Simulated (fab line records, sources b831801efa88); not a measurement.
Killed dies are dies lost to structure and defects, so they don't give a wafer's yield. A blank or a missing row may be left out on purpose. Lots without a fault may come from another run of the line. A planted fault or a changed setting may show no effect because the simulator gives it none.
A struck lot beside a sound one | flow sky130 | 14 steps out of a route of 708
Sound: wafers L231.1, L231.5, L231.6. Struck: wafers L233.3, L233.5, L233.6. The cause comes at the end.
At each step with rows: each side's tool, then ch and its chambers, then its first start. Under that, the readings that differ: sound wafers | struck wafers | difference of the means | sigmas: that difference in standard deviations of wafers without a fault.
alike: readings whose means differ by less than 2 such deviations, and words and numbers that are the same on both sides. not compared: withheld readings, readings that some wafer has no value for, bounds like >300 that may hide the same value, and numbers for which the record gives no deviation and whose values overlap.
The two part at a step that has a row with sigmas, a row that says differs or no value, or rows on one side only. Numbers that don't overlap but have no deviation are shown without sigmas and don't part them. A reading that every wafer of one side lacks parts them only if that side has two wafers or more.

SKY_VIA4_CMP_21: polishes, stops on SiO2, t overpolish 25 s, target thk 0 nm.
  sound on cmp-01 ch 0,1,3, day 43 13:35; struck on cmp-01 ch 2,3, day 43 17:02
  alike: edge_zone_pressure_frac, head_pressure_psi, motor_current_A, overpolish_run_s, time_to_endpoint_s
SKY_METAL5_SPUTTER_00: material Ti, target thk 15 nm, time 10 s.
  sound on pvd_sputter-04, day 43 13:44; struck on pvd_sputter-01, day 43 17:20
  alike: throttle_valve_pct
SKY_METAL5_SPUTTER_01: material TiN, target thk 20 nm, time 16.7 s.
  sound on pvd_sputter-04, day 43 13:46; struck on pvd_sputter-01, day 43 17:21
  alike: throttle_valve_pct
SKY_METAL5_SPUTTER_02: material AlCu, target thk 1150 nm, time 61.2 s.
  sound on pvd_sputter-04, day 43 13:47; struck on pvd_sputter-01, day 43 17:23
  alike: throttle_valve_pct
SKY_METAL5_SPUTTER_03: material Ti, target thk 5 nm, time 3.3 s.
  sound on pvd_sputter-04, day 43 13:50; struck on pvd_sputter-01, day 43 17:26
  alike: throttle_valve_pct
then, 1 step without rows for these wafers: SKY_METAL5_SPUTTER_04 (material TiN, target thk 70 nm, time 58.3 s).
SKY_METAL5_RS_MEAS_05: measures by four-point-probe.
  sound on film_metro-03, day 43 13:55; struck on film_metro-03, day 43 17:32
  alike: METAL5_ALCU_RS
SKY_METAL5_THK_MEAS_06: measures by xrf.
  sound on film_metro-03, day 43 14:02; struck on film_metro-03, day 43 17:38
  alike: METAL5_ALCU_THK
then, 4 steps without rows for these wafers: SKY_METAL5_DEHYDRATE_07 (time 60 s); SKY_METAL5_HMDS_08 (prime time 60 s); SKY_METAL5_COAT_09 (resist thk 1800 nm); SKY_METAL5_SOFTBAKE_10 (time 60 s).
SKY_METAL5_EXPOSE_11: exposes mask MM5, target cd 1600 nm.
  sound on iline_stepper-01 ch 0, day 44 01:05; struck on iline_stepper-01, day 44 05:14
  no value came back on the struck wafers for exposure_dose_mJ_cm2, focus_offset_nm (nm); on the sound wafers exposure_dose_mJ_cm2 reads 189.61 189.78 189.97
  alike: mask
then, 1 step without rows for these wafers: SKY_METAL5_PEB_12.

WHERE THEY PART
Only at SKY_METAL5_EXPOSE_11, within this record.

WHY: what the simulator had put in
Skipped step whole: iline_stepper-01, from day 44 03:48 on, at SKY_METAL5_EXPOSE_11. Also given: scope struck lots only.
